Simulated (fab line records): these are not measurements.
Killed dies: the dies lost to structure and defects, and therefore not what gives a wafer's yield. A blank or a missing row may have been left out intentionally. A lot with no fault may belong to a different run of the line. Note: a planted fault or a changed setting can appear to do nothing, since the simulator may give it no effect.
fab line records	flow gf180mcu
[record] lots = 13	wafers = 39	last-day = 34
route steps=602 shown LVPWELL@64 PSD@254 SALICIDE@282 CONTACT@292
lots with no fault: from the same line, run without faults
start-h: the number of hours between the record's first day and the start of the first shown wafer of the lot	wait-h: hours elapsed since this lot's preceding step	" same as the row above	L1.1+2: a single row standing in for several wafers	- no value present, or no start provided	* or withheld: withheld	< > ~ a bound
route shown NAME@n: names a module that has steps shown in the file, with the first one's number in the route	usual: the fault-free wafers' mean and standard deviation	same: alike in all rows	chamber/n: place in a boat	sites: readings site by site	_std_site: their standard deviation	_edge_site: inner sites' mean taken away from outer sites' mean	radius-mm: how far each site lies from the wafer's centre	mask NAME#n: copy n	behind: the most recent tool/chamber to have shaped the wafer	hold: the reason the lot was held/the length of the hold in hours/how it ended	device: names the non-switching transistor (n, p or np)	end of line: tests run on the same wafers once the route is complete	a step with no rows: only its recipe	killed: not the wafer's yield, but the dies lost to structure and defects at the first sort	map: shows each die of a wafer: x if killed, . if not, _ if none is there
set.NAME: the setting as run; set.NAME@STEP: as run at that earlier step	model.NAME: the simulator's own value behind a step, which no gauge read
route steps across a sampled set of lots; one table per step, one row per wafer
services: from which hour (start-h, from the record's first day; less than 0 if before it) a tool's chamber was out of use, for how many hours, and why
[[steps]]
[step GF_LVPWELL_STRIP_10]
[recipe] chemistry = O2/N2	power-w = 1400	pressure-mtorr = 1500	platen-temp-c = 250	o2-flow-sccm = 3000	n2-flow-sccm = 300	overash-fraction = 0.5
[usual] drypump-motor-current-A = 5.8/0.49	heater-power-w = 334/32	oes-product-au = 0.723/0.0046	platen-temp-c = 250.02/0.2	strip-time-to-endpoint-s = 36.94/0.1
lot.wafer	tool	chamber	start-h	wait-h	drypump-motor-current-A	heater-power-w	oes-product-au	platen-temp-c	rf-hours-counter-h	strip-time-to-endpoint-s
L868.3	plasma-asher-02	0	85.88	0.1	6.1	332	0.716	250.40	-	36.76
L868.4	"	1	"	"	5.9	332	0.723	250.35	-	36.73
L868.5	"	1	"	"	5.9	325	0.720	250.36	-	36.80
L869.1	plasma-asher-01	1	86.20	0.1	6.4	375	0.726	250.36	43	36.84
L869.4	"	1	"	"	6.4	380	0.724	250.42	-	36.94
L869.5	"	1	"	"	6.4	385	0.721	250.17	-	36.89
L872.3	plasma-asher-01	0	103.52	0.1	5.1	295	0.724	250.27	-	36.90
L872.4	"	1	"	"	6.4	370	0.717	249.81	-	36.86
L872.6	"	1	"	"	6.4	379	0.724	249.81	-	36.95
L873.1	plasma-asher-04	1	108.46	0.1	5.5	311	0.718	249.64	31	37.05
L873.5	"	1	"	"	5.5	328	0.721	249.92	-	36.93
L873.6	"	0	"	"	5.4	355	0.717	249.93	-	36.91
L874.2	plasma-asher-02	0	113.90	0.1	6.1	332	0.721	249.99	47	37.01
L874.3	"	0	"	"	6.0	323	0.723	250.37	-	36.98
L874.5	"	0	"	"	6.0	339	0.732	250.15	-	36.93
L877.1	plasma-asher-02	1	133.15	0.1	5.9	331	0.724	249.96	50	36.90
L877.3	"	1	"	"	5.9	340	0.724	249.70	-	36.82
L877.6	"	0	"	"	6.1	340	0.729	250.17	-	37.09
L878.2	plasma-asher-01	1	138.18	0.1	6.4	377	0.721	250.05	49	36.97
L878.3	"	1	"	"	6.4	375	0.714	249.92	-	36.82
L878.6	"	1	"	"	6.4	376	0.719	249.90	-	36.96
L880.3	plasma-asher-01	1	147.79	0.1	6.4	378	0.725	249.80	-	37.11
L880.5	"	1	"	"	6.4	383	0.723	250.25	-	37.03
L880.6	"	0	"	"	5.1	290	0.723	250.02	-	37.14
L881.1	plasma-asher-01	0	153.48	0.1	5.1	290	0.719	249.66	50	37.22
L881.2	"	1	"	"	6.4	376	0.728	250.16	50	37.04
L881.4	"	0	"	"	5.1	291	0.730	249.82	-	37.03
L882.1	plasma-asher-02	1	160.75	0.1	5.9	327	0.724	250.02	53	37.08
L882.5	"	0	"	"	6.1	336	0.718	249.96	-	37.08
L882.6	"	1	"	"	5.9	328	0.725	250.26	-	37.00
L885.3	plasma-asher-01	0	174.99	0.1	5.1	282	0.722	250.19	-	36.83
L885.4	"	1	"	"	6.4	396	0.723	250.27	-	37.10
L885.6	"	0	"	"	5.1	281	0.724	249.84	-	36.98
L888.3	plasma-asher-01	1	191.94	0.1	6.4	379	0.719	250.11	-	36.96
L888.5	"	1	"	"	6.4	388	0.718	249.91	-	36.94
L888.6	"	0	"	"	5.1	291	0.723	250.00	-	36.94
L889.1	plasma-asher-01	1	197.05	0.1	6.4	374	0.714	250.20	55	36.96
L889.4	"	0	"	"	5.1	282	0.727	249.88	-	36.98
L889.5	"	1	"	"	6.4	375	0.730	250.03	-	36.98
[step GF_PSD_DEVELOP_06]
[recipe] develop-time-s = 60	dev-temp-c = 23
[usual] developer-temp-C = 22.99/0.11
lot.wafer	tool	chamber	start-h	wait-h	developer-temp-C
L868.3	litho-track-04	0	342.79	0.1	22.84
L868.4	"	0	"	"	22.98
L868.5	"	0	"	"	22.93
L869.1	litho-track-04	0	345.64	0.1	22.96
L869.4	"	0	"	"	22.88
L869.5	"	0	"	"	22.88
L872.3	litho-track-01	0	369.51	0.1	23.07
L872.4	"	0	"	"	23.06
L872.6	"	0	"	"	23.08
L873.1	litho-track-03	0	375.57	0.1	23.06
L873.5	"	0	"	"	22.98
L873.6	"	0	"	"	22.97
L874.2	litho-track-03	0	383.39	0.1	23.12
L874.3	"	0	"	"	23.06
L874.5	"	0	"	"	23.03
L877.1	litho-track-04	0	414.29	0.1	22.83
L877.3	"	0	"	"	22.92
L877.6	"	0	"	"	22.83
L878.2	litho-track-04	0	424.42	0.1	22.98
L878.3	"	0	"	"	22.87
L878.6	"	0	"	"	23.05
L880.3	litho-track-03	0	436.67	0.1	23.07
L880.5	"	0	"	"	23.10
L880.6	"	0	"	"	22.90
L881.1	litho-track-04	0	441.59	0.1	25.27
L881.2	"	0	"	"	25.31
L881.4	"	0	"	"	25.32
L882.1	litho-track-04	0	454.79	0.1	25.25
L882.5	"	0	"	"	25.32
L882.6	"	0	"	"	25.24
L885.3	litho-track-03	0	478.12	0.1	22.85
L885.4	"	0	"	"	22.93
L885.6	"	0	"	"	22.88
L888.3	litho-track-01	0	504.65	0.1	23.28
L888.5	"	0	"	"	23.04
L888.6	"	0	"	"	23.12
L889.1	litho-track-03	0	506.52	0.1	22.95
L889.4	"	0	"	"	22.90
L889.5	"	0	"	"	22.89
[step GF_PSD_CD_MEAS_07]
[recipe] target-cd-nm = 400
[usual] cd-nm = 399.9/2
lot.wafer	tool	chamber	start-h	wait-h	cd-nm
L868.3	cd-sem-01	-	342.93	0.1	397.3
L868.4	"	-	"	"	398.4
L868.5	"	-	"	"	399.3
L869.1	cd-sem-01	-	345.79	0.1	403.4
L869.4	"	-	"	"	401.5
L869.5	"	-	"	"	403.4
L872.3	cd-sem-02	-	369.65	0.1	404.5
L872.4	"	-	"	"	404.8
L872.6	"	-	"	"	403.3
L873.1	cd-sem-02	-	375.72	0.1	397.6
L873.5	"	-	"	"	398.3
L873.6	"	-	"	"	398.4
L874.2	cd-sem-02	-	383.58	0.2	400.7
L874.3	"	-	"	"	399.6
L874.5	"	-	"	"	400.6
L877.1	cd-sem-01	-	414.44	0.1	401.3
L877.3	"	-	"	"	398.6
L877.6	"	-	"	"	398.7
L878.2	cd-sem-02	-	424.56	0.1	397.4
L878.3	"	-	"	"	398.8
L878.6	"	-	"	"	398.8
L880.3	cd-sem-01	-	436.81	0.1	398.1
L880.5	"	-	"	"	399.9
L880.6	"	-	"	"	398.9
L881.1	cd-sem-01	-	441.74	0.1	392.0
L881.2	"	-	"	"	393.0
L881.4	"	-	"	"	393.4
L882.1	cd-sem-02	-	454.94	0.1	395.5
L882.5	"	-	"	"	394.7
L882.6	"	-	"	"	394.9
L885.3	cd-sem-01	-	478.26	0.1	396.8
L885.4	"	-	"	"	399.0
L885.6	"	-	"	"	398.0
L888.3	cd-sem-02	-	504.79	0.1	402.6
L888.5	"	-	"	"	401.1
L888.6	"	-	"	"	403.8
L889.1	cd-sem-01	-	506.67	0.1	402.1
L889.4	"	-	"	"	402.1
L889.5	"	-	"	"	401.3
[step GF_SALICIDE_RS_MEAS_04]
[recipe] thk-meas-gauge = four-point-probe	reads = TiN_of_SALICIDE_SPUTTER_03+Co_of_SALICIDE_SPUTTER_02
[usual] SALICIDE_TIN_RS = 16.3/0.31
lot.wafer	tool	chamber	start-h	wait-h	SALICIDE_TIN_RS[ohm/sq]
L868.3	film-metro-01	-	366.01	0.1	16.7
L868.4	"	-	"	"	16.7
L868.5	"	-	"	"	16.7
L869.1	film-metro-03	-	368.60	0.0	16.4
L869.4	"	-	"	"	16.1
L869.5	"	-	"	"	16.2
L872.3	film-metro-01	-	394.61	0.1	16.6
L872.4	"	-	"	"	16.3
L872.6	"	-	"	"	16.3
L873.1	film-metro-03	-	400.13	0.0	16.2
L873.5	"	-	"	"	16.3
L873.6	"	-	"	"	16.3
L874.2	film-metro-01	-	408.35	0.0	16.1
L874.3	"	-	"	"	16.0
L874.5	"	-	"	"	15.9
L877.1	film-metro-01	-	439.64	0.0	16.4
L877.3	"	-	"	"	16.3
L877.6	"	-	"	"	16.5
L878.2	film-metro-04	-	450.64	0.0	16.4
L878.3	"	-	"	"	16.4
L878.6	"	-	"	"	16.7
L880.3	film-metro-03	-	462.93	0.1	16.5
L880.5	"	-	"	"	16.6
L880.6	"	-	"	"	16.6
L881.1	film-metro-03	-	467.72	0.0	16.2
L881.2	"	-	"	"	16.6
L881.4	"	-	"	"	16.2
L882.1	film-metro-04	-	480.82	0.0	16.5
L882.5	"	-	"	"	16.6
L882.6	"	-	"	"	16.0
L885.3	film-metro-01	-	503.53	0.1	16.4
L885.4	"	-	"	"	16.7
L885.6	"	-	"	"	16.6
L888.3	film-metro-03	-	529.50	0.1	16.7
L888.5	"	-	"	"	16.7
L888.6	"	-	"	"	16.7
L889.1	film-metro-04	-	530.98	0.0	15.7
L889.4	"	-	"	"	15.8
L889.5	"	-	"	"	16.1
[step GF_CONTACT_BOW_MEAS_05]
[recipe] mode = bow
[usual] CONTACT_BOW = 65/6.5
lot.wafer	tool	chamber	start-h	wait-h	CONTACT_BOW[um]
L868.3	film-metro-04	-	367.01	0.1	47
L868.4	"	-	"	"	49
L868.5	"	-	"	"	48
L869.1	film-metro-03	-	369.62	0.2	67
L869.4	"	-	"	"	62
L869.5	"	-	"	"	74
L872.3	film-metro-03	-	395.63	0.3	77
L872.4	"	-	"	"	65
L872.6	"	-	"	"	70
L873.1	film-metro-02	-	401.14	0.1	61
L873.5	"	-	"	"	62
L873.6	"	-	"	"	60
L874.2	film-metro-04	-	409.36	0.1	69
L874.3	"	-	"	"	66
L874.5	"	-	"	"	52
L877.1	film-metro-03	-	440.64	0.2	78
L877.3	"	-	"	"	62
L877.6	"	-	"	"	60
L878.2	film-metro-04	-	451.66	0.3	67
L878.3	"	-	"	"	71
L878.6	"	-	"	"	70
L880.3	film-metro-02	-	463.96	0.2	58
L880.5	"	-	"	"	66
L880.6	"	-	"	"	63
L881.1	film-metro-04	-	468.72	0.1	61
L881.2	"	-	"	"	59
L881.4	"	-	"	"	59
L882.1	film-metro-04	-	481.98	0.2	56
L882.5	"	-	"	"	62
L882.6	"	-	"	"	68
L885.3	film-metro-04	-	504.54	0.1	73
L885.4	"	-	"	"	66
L885.6	"	-	"	"	72
L888.3	film-metro-02	-	530.51	0.3	63
L888.5	"	-	"	"	72
L888.6	"	-	"	"	65
L889.1	film-metro-03	-	532.00	0.1	71
L889.4	"	-	"	"	63
L889.5	"	-	"	"	68
[[services]]
tool	chamber	start-h	hours	kind
plasma-asher-04	-	117.52	2.2	repair
plasma-asher-04	-	173.35	1.7	repair
plasma-asher-01	-	205.22	2.8	repair
plasma-asher-04	-	276.84	7.2	repair
plasma-asher-02	-	297.49	18.7	repair
plasma-asher-04	-	335.77	15.6	pm
plasma-asher-01	-	367.48	12.4	pm
plasma-asher-01	-	385.65	2.8	pm
plasma-asher-04	-	406.65	0.8	repair
plasma-asher-02	-	421.25	9.0	pm
plasma-asher-02	0	421.25	9.0	vent-cycle
plasma-asher-02	1	421.25	9.0	vent-cycle
plasma-asher-02	0	430.25	-	clean
plasma-asher-02	1	430.25	-	clean
plasma-asher-01	-	488.47	6.6	repair
[[key]]
[first-sign] step = GF_PSD_DEVELOP_06	reading = developer-temp-C	direction = up	sigmas = 21	usual = *	struck = *
[effect] step = GF_PSD_CD_MEAS_07	reading = cd-nm	direction = down	sigmas = 3	usual = 399.9	struck = 393.9
met-at GF_PSD_DEVELOP_06
struck-lots L881,L882
tester-left-out L881,L882
not-acting-at GF_LVPWELL_STRIP_10,GF_SALICIDE_RS_MEAS_04,GF_CONTACT_BOW_MEAS_05
onset-between 424.42 441.59
[fault] kind = process-parameter-drift	tool = litho-track-04	chamber = -	onset-h = 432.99	steps = GF_PSD_DEVELOP_06	channel = dev-temp-c	offset = *	shape = step	end-h = 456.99	acts-in = *	stated = *
// tester-left-out: of these lots the tester's yield and bins aren't shown, on N5 and GAA mostly nor the transistor test; their killed dies are dies lost to structure and defects alone, not to doping, threshold or leakage, so they don't give the yield
